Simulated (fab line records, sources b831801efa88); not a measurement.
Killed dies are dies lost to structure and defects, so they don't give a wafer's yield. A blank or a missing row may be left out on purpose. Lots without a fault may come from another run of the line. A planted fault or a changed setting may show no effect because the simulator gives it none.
A struck lot beside a sound one | flow sky130 | 21 steps out of a route of 708
Sound: wafers L438.1, L438.2, L438.6. Struck: wafers L452.3, L452.6. (L452.2 of the same lot was not struck and is left out.) The cause comes at the end.
At each step with rows: each side's tool, then ch and its chambers, then its first start. Under that, the readings that differ: sound wafers | struck wafers | difference of the means | sigmas: that difference in standard deviations of wafers without a fault.
alike: readings whose means differ by less than 2 such deviations, and words and numbers that are the same on both sides. not compared: withheld readings, readings that some wafer has no value for, bounds like >300 that may hide the same value, and numbers for which the record gives no deviation and whose values overlap.
The two part at a step that has a row with sigmas, a row that says differs or no value, or rows on one side only. Numbers that don't overlap but have no deviation are shown without sigmas and don't part them. A reading that every wafer of one side lacks parts them only if that side has two wafers or more.

first, 4 steps without rows for these wafers: SKY_METAL2_STRIP_21 (strips in post etch residue remover, time 1200 s); SKY_METAL2_CLEAN_22 (cleans in IPA, time 180 s); SKY_METAL2_CLEAN_23 (cleans in O3/DIW); SKY_VIA2_HDPCVD_00 (deposits SiO2, target thk 1180 nm, time 196.7 s).
SKY_VIA2_THK_MEAS_01:
  sound on film_metro-04, day 36 19:49; struck on film_metro-01, day 40 18:17
  alike: VIA2_HDPCVD_THK
SKY_VIA2_CMP_02: polishes SiO2.
  sound on cmp-01 ch 1,2,3, day 36 19:53; struck on cmp-02 ch 0,2, day 40 18:26
  alike: motor_current_A, slurry_flow_ml_min
SKY_VIA2_BOW_MEAS_03:
  sound on film_metro-04, day 36 20:11; struck on film_metro-02, day 40 18:39
  alike: VIA2_BOW
then, 5 steps without rows for these wafers: SKY_VIA2_DEHYDRATE_04 (time 60 s); SKY_VIA2_HMDS_05 (prime time 60 s); SKY_VIA2_COAT_06 (resist thk 60 nm); SKY_VIA2_COAT_07 (resist thk 450 nm); SKY_VIA2_SOFTBAKE_08 (time 90 s).
SKY_VIA2_EXPOSE_09: exposes mask VIM2, target cd 200 nm.
  sound on krf_scanner-02 ch 0, day 37 09:35; struck on krf_scanner-02 ch 0, day 41 07:12
  alike: mask
then, 1 step without rows for these wafers: SKY_VIA2_PEB_10.
SKY_VIA2_DEVELOP_11: develop time 60 s.
  sound on litho_track-01 ch 0; struck on litho_track-01 ch 0
  reading               | sound           | struck      | difference | sigmas
  model.VIA2.cd_nm (nm) | 196.6 196.7 197 | 171.7 172.1 | -24.9      |
  alike: developer_temp_C, resist_line_temp_C
SKY_VIA2_CD_MEAS_12: target cd 200 nm.
  sound on cd_sem-01, day 37 22:26; struck on cd_sem-01, day 41 19:46
  reading    | sound             | struck      | difference | sigmas
  cd_nm (nm) | 196.5 196.8 197.0 | 171.6 171.7 | -25.1      | -15
SKY_VIA2_OVL_MEAS_13:
  sound on overlay-01, day 37 22:34; struck on overlay-01, day 41 19:52
  alike: VIA2_OVL
SKY_VIA2_ETCH_14: etches BARC in N2/H2, stops on SiO2, time 45.9 s, target depth 60 nm.
  sound on rie_diel-03 ch 2,3, day 37 22:35; struck on rie_diel-03 ch 0,2, day 41 19:54
  alike: drypump_motor_current_A, h2_flow_sccm, oes_product_au, throttle_valve_pct
  not compared: rf_hours_counter_h
SKY_VIA2_ETCH_15: etches SiO2 in C4F8/O2/Ar, stops on TiN, target depth 546 nm, time 84 s.
  sound on rie_diel-03 ch 2,3, day 37 22:38; struck on rie_diel-03 ch 0,2, day 41 19:56
  reading               | sound             | struck      | difference | sigmas
  model.VIA2.cd_nm (nm) | 198.5 199.4 197.8 | 167.5 172.3 | -28.7      |
  alike: oes_product_au
  not compared: rf_hours_counter_h
SKY_VIA2_STRIP_16: strips in O2/N2.
  sound on plasma_asher-04 ch 0,1, day 37 22:42; struck on plasma_asher-03 ch 0,1, day 41 20:00
  reading               | sound             | struck      | difference | sigmas
  oes_product_au (a.u.) | 0.397 0.392 0.393 | 0.406 0.403 | +0.011     | +2
  alike: drypump_motor_current_A, strip_time_to_endpoint_s
  not compared: rf_hours_counter_h
-- the record jumps here: 8 days lie between the struck wafers' starts before and after (it left off in module VIA2 and takes up again in module PAD_OPEN, whose first step shown is number 708 of the route) --
SKY_PAD_OPEN_PROBE_99:
  sound on prober-01, day 47 07:20; struck on prober-01, day 50 07:17
  reading                       | sound             | struck      | difference | sigmas
  model.etest.via2_chain.rc_ohm | 10.03 10.11 9.566 | 13.91 13.26 | +3.68      |

WHERE THEY PART
First at SKY_VIA2_CD_MEAS_12; last, within this record, at SKY_VIA2_STRIP_16.

WHY: what the simulator had put in
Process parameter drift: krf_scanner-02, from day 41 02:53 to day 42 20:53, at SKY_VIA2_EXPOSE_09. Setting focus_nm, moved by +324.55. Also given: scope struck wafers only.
